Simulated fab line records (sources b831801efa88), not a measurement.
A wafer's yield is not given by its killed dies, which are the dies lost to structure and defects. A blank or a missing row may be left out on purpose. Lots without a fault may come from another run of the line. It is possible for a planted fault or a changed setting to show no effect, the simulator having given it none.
What tool caused it?	flow gf180mcu	12 lots with 36 wafers sampled at 5 steps, on a route of 602 steps

== WHAT THE GAUGES SHOWED, per wafer ==
GF_V3_THK_MEAS_01.
lot	measured	on	V3_CVD_00_THK (nm)
L677	day 22 04:07	film metro-03	594 602 604
L679	day 22 08:43	film metro-03	592 589 594
L682	day 23 20:38	film metro-03	603 590 599
L683	day 24 02:54	film metro-03	604 591 594
L684	day 24 06:04	film metro-03	597 600 602
L685	day 25 01:20	film metro-03	600 588 598
L692	day 26 15:52	film metro-01	593 595 592
L693	day 27 07:05	film metro-01	594 597 596
L696	day 28 10:07	film metro-01	600 604 595
L697	day 28 10:38	film metro-03	596 587 602
L698	day 28 17:28	film metro-03	588 591 593
L699	day 28 22:38	film metro-01	591 592 600

GF_MIM_THK_MEAS_06.
lot	measured	on	MIM_CVD_05_THK (nm)
L677	day 25 05:43	film metro-03	41.6 41.9 41.7
L679	day 25 09:05	film metro-03	42.4 42.3 42.9
L682	day 26 17:56	film metro-01	41.7 42.7 42.5
L683	day 26 23:28	film metro-01	42.0 42.3 42.6
L684	day 27 03:09	film metro-03	42.4 42.7 42.1
L685	day 27 20:09	film metro-03	42.0 41.4 42.2
L692	day 29 08:21	film metro-01	51.3 42.4 42.7
L693	day 29 23:16	film metro-01	51.4 41.8 42.4
L696	day 31 00:32	film metro-03	41.5 42.3 42.8
L697	day 31 01:10	film metro-03	41.4 42.7 42.3
L698	day 31 06:16	film metro-03	42.0 41.8 42.1
L699	day 31 10:55	film metro-04	41.1 41.6 42.1

== WHAT TOOL EACH LOT RAN ON (gives the tool, then ch and the chambers of the sampled wafers, and finally the start) ==
lot	GF_V4_STRIP_18	GF_MIM_SPUTTER_01	GF_MIM_CVD_05
L677	plasma asher-02 ch 0,1, day 25 04:14	pvd sputter-04, day 25 05:34	pecvd-02 ch 0,1,2, day 25 05:41
L679	plasma asher-02 ch 0,1, day 25 07:35	pvd sputter-04, day 25 08:55	pecvd-04 ch 0,1,2, day 25 09:02
L682	plasma asher-02 ch 0,1, day 26 16:27	pvd sputter-02, day 26 17:47	pecvd-02 ch 0,1, day 26 17:55
L683	plasma asher-04 ch 0,1, day 26 21:59	pvd sputter-02, day 26 23:19	pecvd-02 ch 0,1,2, day 26 23:26
L684	plasma asher-01 ch 0,1, day 27 01:41	pvd sputter-04, day 27 02:58	pecvd-04 ch 0,2, day 27 03:05
L685	plasma asher-02 ch 0,1, day 27 18:40	pvd sputter-02, day 27 19:59	pecvd-04 ch 0,1,2, day 27 20:07
L692	plasma asher-04 ch 0,1, day 29 06:50	pvd sputter-01, day 29 08:12	pecvd-02 ch 0,1, day 29 08:19
L693	plasma asher-02 ch 0,1, day 29 21:41	pvd sputter-02, day 29 23:01	pecvd-02 ch 0,1, day 29 23:08
L696	plasma asher-01 ch 0,1, day 30 23:02	pvd sputter-01, day 31 00:23	pecvd-04 ch 0,1,2, day 31 00:30
L697	plasma asher-04 ch 0,1, day 30 23:39	pvd sputter-04, day 31 01:00	pecvd-04 ch 0,1, day 31 01:07
L698	plasma asher-02 ch 0,1, day 31 04:47	pvd sputter-01, day 31 06:07	pecvd-01 ch 1,2, day 31 06:14
L699	plasma asher-01 ch 0,1, day 31 09:25	pvd sputter-01, day 31 10:44	pecvd-04 ch 0,2, day 31 10:52
- GF_V4_STRIP_18: strips in O2/N2.
- GF_MIM_SPUTTER_01: material TiN, target thk 30 nm, time 25 s.
- GF_MIM_CVD_05: deposits Si3N4, target thk 42 nm, time 29.086 s.

== WHAT THE TOOLS THEMSELVES READ (means of the sampled wafers that have a number; where no wafer has one, the mark that the record gives instead) ==
GF_V4_STRIP_18.
lot	tool	drypump motor current A (A)	heater power w (W)	oes product au (a.u.)
L677	plasma asher-02	6.6	356	0.596
L679	plasma asher-02	6.7	359	0.593
L682	plasma asher-02	6.7	354	0.594
L683	plasma asher-04	5.5	326	0.589
L684	plasma asher-01	5.8	307	0.594
L685	plasma asher-02	6.7	358	0.592
L692	plasma asher-04	5.5	294	0.590
L693	plasma asher-02	6.6	353	0.595
L696	plasma asher-01	5.8	309	0.593
L697	plasma asher-04	5.5	293	0.590
L698	plasma asher-02	6.6	360	0.591
L699	plasma asher-01	5.8	307	0.594

GF_MIM_SPUTTER_01.
lot	tool	chamber pressure pa (Pa)	throttle valve pct (%)
L677	pvd sputter-04	0.4006	30.0
L679	pvd sputter-04	0.4001	29.9
L682	pvd sputter-02	0.4000	29.4
L683	pvd sputter-02	0.3999	29.0
L684	pvd sputter-04	0.3994	30.6
L685	pvd sputter-02	0.3997	29.4
L692	pvd sputter-01	0.4005	29.1
L693	pvd sputter-02	0.4007	29.3
L696	pvd sputter-01	0.3998	28.9
L697	pvd sputter-04	0.4007	30.4
L698	pvd sputter-01	0.4004	29.2
L699	pvd sputter-01	0.4009	28.8

GF_MIM_CVD_05.
lot	tool	heater power w (W)	run length s (s)
L677	pecvd-02	686	57.0
L679	pecvd-04	639	57.2
L682	pecvd-02	791	57.4
L683	pecvd-02	719	56.8
L684	pecvd-04	744	57.5
L685	pecvd-04	603	57.1
L692	pecvd-02	792	59.3
L693	pecvd-02	787	59.2
L696	pecvd-04	622	57.6
L697	pecvd-04	596	57.1
L698	pecvd-01	518	57.5
L699	pecvd-04	664	57.2

== THE ANSWER, worked out from the rows above alone ==
Rule: what is usual is taken from the lots themselves. Put in order of their means at a reading, lots are off if they are a third of the lots or fewer, leave a main group of 4 or more, and stand apart from it by a gap of 3 or more times the standard deviation of the main group's means; of several such gaps the widest counts. Not used: any main group whose means are identical at the precision the tables above print for the reading. Also off: a lot with no number at a reading for which 4 or more lots have one. All remaining lots with rows at the step are treated as sound. The gauges are gone through in route order, then the tools' own readings, and for those a lot's mean is taken as printed above. At the first step where some lot is off, the reading lying furthest off is the one used; lots without a number count as furthest.
Off: L692, L693, seen at GF_MIM_THK_MEAS_06 (MIM_CVD_05_THK). For the main group the mean is 42.1 nm and the standard deviation 0.29.
A tool fits if, at a process step before that reading, it ran every lot that is off, and no sound lot after the first of them. The gauges at GF_MIM_THK_MEAS_06 aren't tried: what is off there is off at GF_MIM_CVD_05 too, on other tools, and a gauge's error can't cause that. One candidate fits, namely pecvd-02 at GF_MIM_CVD_05. A fault onset in the window from L683 (day 26 23:26, its last sound lot) to L692 (day 29 08:19, its first lot off) fits.
On the lots that are off, the tool's own readings at GF_MIM_CVD_05 differ by more than 5 times the standard deviation of the sound lots' means, which bears it out; run length s reads 59.2 s there versus 57.2 s on the sound lots.

== WHAT THE SIMULATOR HAD PUT IN ==
pecvd-02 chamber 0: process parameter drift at GF_MIM_CVD_05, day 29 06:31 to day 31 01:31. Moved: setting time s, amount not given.
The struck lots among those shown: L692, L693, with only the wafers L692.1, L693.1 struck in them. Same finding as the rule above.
